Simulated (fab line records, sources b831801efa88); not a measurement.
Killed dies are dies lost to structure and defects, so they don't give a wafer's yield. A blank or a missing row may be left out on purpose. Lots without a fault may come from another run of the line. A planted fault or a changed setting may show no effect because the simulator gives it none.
Which tool did it? | flow sky130 | 24 lots, 72 wafers sampled, at 6 steps of a route of 708

WHAT THE GAUGES READ, wafer by wafer
SKY_VIA4_THK_MEAS_20: measures by xrf. Usual: VIA4_W_THK 513 nm, standard deviation 11.
lot  | measured     | on            | VIA4_W_THK (nm) | flag
L074 | day 42 17:01 | film_metro-02 | 503 517 509     |
L075 | day 43 09:33 | film_metro-03 | 511 535 517     |
L076 | day 43 18:17 | film_metro-04 | 506 506 508     |
L077 | day 43 22:22 | film_metro-04 | 513 508 523     |
L078 | day 44 02:58 | film_metro-04 | 511 511 510     |
L079 | day 44 10:37 | film_metro-03 | 539 511 534     |
L080 | day 44 14:08 | film_metro-02 | 498 491 503     |
L081 | day 45 00:43 | film_metro-03 | 530 512 532     |
L082 | day 45 10:14 | film_metro-03 | 509 510 533     |
L083 | day 45 15:31 | film_metro-03 | 505 526 506     |
L085 | day 45 21:28 | film_metro-02 | 497 492 510     |
L084 | day 45 22:37 | film_metro-02 | 506 500 490     |
L086 | day 46 07:57 | film_metro-04 | 516 513 517     |
L087 | day 46 10:51 | film_metro-03 | 503 519 507     |
L088 | day 46 20:37 | film_metro-03 | 525 524 511     |
L089 | day 47 08:53 | film_metro-02 | 504 500 499     |
L091 | day 47 09:41 | film_metro-03 | 537 513 531     |
L090 | day 47 13:50 | film_metro-03 | 512 504 513     |
L092 | day 47 14:10 | film_metro-03 | 514 509 539     |
L093 | day 48 00:28 | film_metro-04 | 509 511 513     |
L095 | day 48 02:09 | film_metro-04 | 509 525 498     |
L094 | day 48 02:51 | film_metro-03 | 510 518 520     |
L096 | day 48 03:52 | film_metro-02 | 509 501 502     |
L097 | day 48 18:53 | film_metro-03 | 520 516 509     |

SKY_METAL5_THK_MEAS_06: measures by xrf. Usual: METAL5_ALCU_THK 1146 nm, standard deviation 22.
lot  | measured     | on            | METAL5_ALCU_THK (nm) | flag
L074 | day 42 17:40 | film_metro-02 | 1134 1122 1127       |
L075 | day 43 10:12 | film_metro-02 | 1155 1159 1147       |
L076 | day 43 18:56 | film_metro-01 | 1155 1167 1168       |
L077 | day 43 23:01 | film_metro-01 | 1170 1170 1160       |
L078 | day 44 03:38 | film_metro-01 | 1171 1169 1178       |
L079 | day 44 11:16 | film_metro-02 | 1148 1163 1172       |
L080 | day 44 14:47 | film_metro-02 | 1154 1155 1147       |
L081 | day 45 01:22 | film_metro-02 | 1139 1129 1156       |
L082 | day 45 10:53 | film_metro-03 | 1172 1176 1159       |
L083 | day 45 16:10 | film_metro-01 | 1149 1140 1143       |
L085 | day 45 22:07 | film_metro-02 | 1120 1125 1102       |
L084 | day 45 23:16 | film_metro-01 | 1135 1153 1134       |
L086 | day 46 09:07 | film_metro-01 | 1140 1144 1157       |
L087 | day 46 11:40 | film_metro-02 | 1119 1131 1112       |
L088 | day 46 21:16 | film_metro-02 | 1150 1150 1150       |
L089 | day 47 09:32 | film_metro-02 | 1117 1113 1130       |
L091 | day 47 10:20 | film_metro-02 | 1141 1158 1154       |
L090 | day 47 14:29 | film_metro-02 | 1127 1109 1128       |
L092 | day 47 14:49 | film_metro-02 | 1162 1147 1157       |
L093 | day 48 01:07 | film_metro-01 | 1161 1153 1160       |
L095 | day 48 02:47 | film_metro-02 | 1123 1129 1104       |
L094 | day 48 03:29 | film_metro-01 | 1166 1155 1176       |
L096 | day 48 04:30 | film_metro-03 | 1189 1179 1177       |
L097 | day 48 19:31 | film_metro-02 | 1133 1104 1104       |

WHICH TOOL RAN EACH LOT (tool, then ch and the chambers of the sampled wafers, then the start)
lot  | SKY_LI_CONTACT_SPUTTER_19    | SKY_METAL1_ETCH_18                | SKY_VIA1_STRIP_16                    | SKY_VIA3_CVD_21
L074 | pvd_sputter-02, day 29 00:20 | rie_metal-02 ch 0, day 32 15:25   | plasma_asher-03 ch 0,1, day 33 20:00 | cvd_w-01 ch 0,1, day 39 12:35
L075 | pvd_sputter-01, day 29 20:58 | rie_metal-03 ch 0,1, day 33 12:39 | plasma_asher-02 ch 0,1, day 34 15:52 | cvd_w-02 ch 0,1, day 40 06:46
L076 | pvd_sputter-03, day 30 08:50 | rie_metal-04 ch 1, day 33 23:07   | plasma_asher-03 ch 0,1, day 35 02:28 | cvd_w-02 ch 0,1, day 40 16:40
L077 | pvd_sputter-01, day 30 14:26 | rie_metal-03 ch 1, day 34 03:43   | plasma_asher-01 ch 0,1, day 35 07:18 | cvd_w-01 ch 0,1, day 40 20:45
L078 | pvd_sputter-02, day 30 18:58 | rie_metal-04 ch 0,1, day 34 08:10 | plasma_asher-02 ch 0,1, day 35 11:34 | cvd_w-01 ch 0,1, day 41 01:11
L079 | pvd_sputter-02, day 31 03:50 | rie_metal-03 ch 0,1, day 34 16:10 | plasma_asher-02 ch 1, day 35 19:37   | cvd_w-02 ch 0, day 41 09:00
L080 | pvd_sputter-02, day 31 09:46 | rie_metal-02 ch 0,1, day 34 21:50 | plasma_asher-01 ch 0,1, day 36 01:13 | cvd_w-02 ch 0,1, day 41 12:58
L081 | pvd_sputter-03, day 31 20:37 | rie_metal-04 ch 0,1, day 35 09:25 | plasma_asher-01 ch 0,1, day 36 13:01 | cvd_w-01 ch 0,1, day 42 00:25
L082 | pvd_sputter-03, day 32 09:36 | rie_metal-02 ch 0,1, day 35 20:43 | plasma_asher-02 ch 0,1, day 36 23:56 | cvd_w-01 ch 0,1, day 42 11:53
L083 | pvd_sputter-01, day 32 15:29 | rie_metal-02 ch 0, day 36 02:44   | plasma_asher-02 ch 0,1, day 37 06:22 | cvd_w-02 ch 0,1, day 42 17:25
L085 | pvd_sputter-01, day 33 00:40 | rie_metal-04 ch 0,1, day 36 09:53 | plasma_asher-02 ch 0,1, day 37 12:56 | cvd_w-01 ch 0, day 42 23:27
L084 | pvd_sputter-02, day 33 01:50 | rie_metal-04 ch 0,1, day 36 12:32 | plasma_asher-01 ch 0,1, day 37 15:42 | cvd_w-02 ch 0,1, day 43 00:23
L086 | pvd_sputter-02, day 33 10:21 | rie_metal-03 ch 0,1, day 36 21:52 | plasma_asher-01 ch 0,1, day 38 00:43 | cvd_w-01 ch 0,1, day 43 09:57
L087 | pvd_sputter-02, day 33 15:55 | rie_metal-03 ch 0,1, day 37 02:49 | plasma_asher-01 ch 0,1, day 38 06:10 | cvd_w-01 ch 0,1, day 43 13:59
L088 | pvd_sputter-02, day 34 05:22 | rie_metal-04 ch 0,1, day 37 14:46 | plasma_asher-01 ch 0,1, day 38 17:13 | cvd_w-02 ch 0,1, day 44 00:13
L089 | pvd_sputter-01, day 34 18:27 | rie_metal-02 ch 0,1, day 38 04:23 | plasma_asher-02 ch 0,1, day 39 06:45 | cvd_w-02 ch 0,1, day 44 11:35
L091 | pvd_sputter-01, day 34 22:28 | rie_metal-03 ch 0,1, day 38 07:14 | plasma_asher-02 ch 0,1, day 39 09:18 | cvd_w-02 ch 0,1, day 44 15:10
L090 | pvd_sputter-02, day 35 02:40 | rie_metal-02 ch 0,1, day 38 12:31 | plasma_asher-03 ch 0,1, day 39 14:46 | cvd_w-01 ch 0,1, day 44 20:08
L092 | pvd_sputter-02, day 35 06:12 | rie_metal-04 ch 0,1, day 38 14:31 | plasma_asher-03 ch 0,1, day 39 16:31 | cvd_w-02 ch 0,1, day 44 20:58
L093 | pvd_sputter-01, day 35 17:04 | rie_metal-03 ch 0,1, day 39 02:01 | plasma_asher-03 ch 0,1, day 40 04:07 | cvd_w-01 ch 0,1, day 45 07:01
L095 | pvd_sputter-02, day 35 18:01 | rie_metal-02 ch 0,1, day 39 02:43 | plasma_asher-02 ch 0,1, day 40 05:25 | cvd_w-01 ch 0,1, day 45 08:14
L094 | pvd_sputter-02, day 35 19:41 | rie_metal-03 ch 0,1, day 39 03:43 | plasma_asher-01 ch 0,1, day 40 05:52 | cvd_w-02 ch 0,1, day 45 09:17
L096 | pvd_sputter-01, day 35 23:39 | rie_metal-03 ch 0,1, day 39 07:44 | plasma_asher-01 ch 0,1, day 40 09:19 | cvd_w-01 ch 0,1, day 45 11:11
L097 | pvd_sputter-02, day 36 16:32 | rie_metal-03 ch 0,1, day 40 00:19 | plasma_asher-01 ch 0,1, day 41 02:22 | cvd_w-01 ch 0,1, day 46 03:59
- SKY_LI_CONTACT_SPUTTER_19: material Ti, target thk 20 nm, time 106.37 s.
- SKY_METAL1_ETCH_18: etches BARC in N2/H2, stops on SiO2, time 45.9 s, target depth 60 nm.
- SKY_VIA1_STRIP_16: strips in O2/N2.
- SKY_VIA3_CVD_21: deposits W, target thk 390 nm, time 117.31 s.

WHAT THE TOOLS THEMSELVES READ (means of the sampled wafers that have a number; where no wafer has one, the mark that the record gives instead)
SKY_LI_CONTACT_SPUTTER_19. Usual: throttle_valve_pct 30.0 %, standard deviation 0.99.
lot  | tool           | throttle_valve_pct (%) | flag
L074 | pvd_sputter-02 | 29.2                   |
L075 | pvd_sputter-01 | 30.6                   |
L076 | pvd_sputter-03 | 30.9                   |
L077 | pvd_sputter-01 | 30.7                   |
L078 | pvd_sputter-02 | 30.7                   |
L079 | pvd_sputter-02 | 30.6                   |
L080 | pvd_sputter-02 | 29.2                   |
L081 | pvd_sputter-03 | 30.0                   |
L082 | pvd_sputter-03 | 30.0                   |
L083 | pvd_sputter-01 | 30.4                   |
L085 | pvd_sputter-01 | 30.3                   |
L084 | pvd_sputter-02 | 30.4                   |
L086 | pvd_sputter-02 | 29.3                   |
L087 | pvd_sputter-02 | 29.6                   |
L088 | pvd_sputter-02 | 30.1                   |
L089 | pvd_sputter-01 | 30.7                   |
L091 | pvd_sputter-01 | 30.6                   |
L090 | pvd_sputter-02 | 29.3                   |
L092 | pvd_sputter-02 | 29.8                   |
L093 | pvd_sputter-01 | 30.3                   |
L095 | pvd_sputter-02 | 28.6                   |
L094 | pvd_sputter-02 | 29.5                   |
L096 | pvd_sputter-01 | 30.8                   |
L097 | pvd_sputter-02 | 29.6                   |

SKY_METAL1_ETCH_18. Usual: drypump_motor_current_A 5.8 A, standard deviation 0.48; oes_product_au 0.855 a.u., standard deviation 0.0049; rf_fwd_power_W 495.9 W, standard deviation 1.7; throttle_valve_pct 13.224 %, standard deviation 0.0096.
lot  | tool         | drypump_motor_current_A (A) | oes_product_au (a.u.) | rf_fwd_power_W (W) | throttle_valve_pct (%) | flag
L074 | rie_metal-02 | 6.5                         | 0.853                 | 495.9              | 13.231                 |
L075 | rie_metal-03 | 5.8                         | 0.858                 | 495.8              | 13.236                 |
L076 | rie_metal-04 | 5.4                         | 0.859                 | 498.0              | 13.222                 |
L077 | rie_metal-03 | 6.2                         | 0.855                 | 495.7              | 13.223                 |
L078 | rie_metal-04 | 5.5                         | 0.855                 | 495.9              | 13.221                 |
L079 | rie_metal-03 | 5.8                         | 0.856                 | 496.1              | 13.221                 |
L080 | rie_metal-02 | 5.9                         | 0.853                 | 495.3              | 13.227                 |
L081 | rie_metal-04 | 5.5                         | 0.853                 | 497.5              | 13.227                 |
L082 | rie_metal-02 | 6.2                         | 0.856                 | 496.6              | 13.222                 |
L083 | rie_metal-02 | 6.5                         | 0.849                 | 498.2              | 13.231                 |
L085 | rie_metal-04 | 5.5                         | 0.855                 | 496.1              | 13.218                 |
L084 | rie_metal-04 | 5.7                         | 0.858                 | 495.5              | 13.226                 |
L086 | rie_metal-03 | 5.8                         | 0.852                 | 495.4              | 13.225                 |
L087 | rie_metal-03 | 5.9                         | 0.854                 | 493.4              | 13.232                 |
L088 | rie_metal-04 | 5.7                         | 0.851                 | 495.0              | 13.224                 |
L089 | rie_metal-02 | 6.2                         | 0.849                 | 497.6              | 13.225                 |
L091 | rie_metal-03 | 5.5                         | 0.855                 | 495.8              | 13.227                 |
L090 | rie_metal-02 | 5.9                         | 0.858                 | 496.4              | 13.233                 |
L092 | rie_metal-04 | 5.5                         | 0.856                 | 495.2              | 13.225                 |
L093 | rie_metal-03 | 5.9                         | 0.854                 | 496.2              | 13.221                 |
L095 | rie_metal-02 | 5.9                         | 0.848                 | 496.2              | 13.223                 |
L094 | rie_metal-03 | 5.5                         | 0.849                 | 494.8              | 13.218                 |
L096 | rie_metal-03 | 5.5                         | 0.857                 | 494.6              | 13.225                 |
L097 | rie_metal-03 | 5.9                         | 0.853                 | 497.0              | 13.222                 |

SKY_VIA1_STRIP_16. Usual: drypump_motor_current_A 5.51 A, standard deviation 0.2; oes_product_au 0.415 a.u., standard deviation 0.0048; strip_time_to_endpoint_s 4.453 s, standard deviation 0.025.
lot  | tool            | drypump_motor_current_A (A) | oes_product_au (a.u.) | strip_time_to_endpoint_s (s) | flag
L074 | plasma_asher-03 | 5.59                        | 0.415                 | 4.472                        |
L075 | plasma_asher-02 | 5.42                        | 0.412                 | 4.480                        |
L076 | plasma_asher-03 | 5.45                        | 0.417                 | 4.433                        |
L077 | plasma_asher-01 | 5.49                        | 0.415                 | 4.475                        |
L078 | plasma_asher-02 | 5.58                        | 0.418                 | 4.451                        |
L079 | plasma_asher-02 | 5.22                        | 0.412                 | 4.468                        |
L080 | plasma_asher-01 | 5.55                        | 0.419                 | 4.491                        |
L081 | plasma_asher-01 | 5.50                        | 0.411                 | 4.445                        |
L082 | plasma_asher-02 | 5.59                        | 0.411                 | 4.454                        |
L083 | plasma_asher-02 | 5.43                        | 0.421                 | 4.475                        |
L085 | plasma_asher-02 | 5.41                        | 0.417                 | 4.435                        |
L084 | plasma_asher-01 | 5.49                        | 0.419                 | 4.434                        |
L086 | plasma_asher-01 | 5.50                        | 0.407                 | 4.432                        |
L087 | plasma_asher-01 | 5.52                        | 0.413                 | 4.428                        |
L088 | plasma_asher-01 | 5.49                        | 0.412                 | 4.462                        |
L089 | plasma_asher-02 | 5.58                        | 0.416                 | 4.464                        |
L091 | plasma_asher-02 | 5.60                        | 0.417                 | 4.474                        |
L090 | plasma_asher-03 | 5.60                        | 0.418                 | 4.467                        |
L092 | plasma_asher-03 | 5.42                        | 0.417                 | 4.434                        |
L093 | plasma_asher-03 | 5.43                        | 0.411                 | 4.436                        |
L095 | plasma_asher-02 | 5.61                        | 0.417                 | 4.438                        |
L094 | plasma_asher-01 | 5.55                        | 0.421                 | 4.472                        |
L096 | plasma_asher-01 | 5.50                        | 0.411                 | 4.439                        |
L097 | plasma_asher-01 | 5.51                        | 0.413                 | 4.462                        |

SKY_VIA3_CVD_21. Usual: heater_power_w 792 W, standard deviation 15.
lot  | tool     | heater_power_w (W) | flag
L074 | cvd_w-01 | 806                |
L075 | cvd_w-02 | 776                |
L076 | cvd_w-02 | 781                |
L077 | cvd_w-01 | 792                |
L078 | cvd_w-01 | 798                |
L079 | cvd_w-02 | 775                |
L080 | cvd_w-02 | 774                |
L081 | cvd_w-01 | 794                |
L082 | cvd_w-01 | 794                |
L083 | cvd_w-02 | 801                |
L085 | cvd_w-01 | 802                |
L084 | cvd_w-02 | 783                |
L086 | cvd_w-01 | 806                |
L087 | cvd_w-01 | 800                |
L088 | cvd_w-02 | 786                |
L089 | cvd_w-02 | 795                |
L091 | cvd_w-02 | 784                |
L090 | cvd_w-01 | 794                |
L092 | cvd_w-02 | 779                |
L093 | cvd_w-01 | 795                |
L095 | cvd_w-01 | 794                |
L094 | cvd_w-02 | 801                |
L096 | cvd_w-01 | 801                |
L097 | cvd_w-01 | 805                |

THE ANSWER, worked out from the rows above alone
Rule: a lot is off if the mean of its wafers that have a number lies more than 3 standard deviations from the usual mean. A lot without any number at a reading at which 4 lots or more have one is off too. The other lots that the step has rows for count as sound. The gauges are gone through in route order, then the tools' own readings, and for those a lot's mean is taken as printed above. The first step at which some lot is off is used, and at that step the reading that is off furthest; a lot without a number counts as furthest.
No lot is off at any reading shown: from this, nothing can be told.

WHAT THE SIMULATOR HAD PUT IN
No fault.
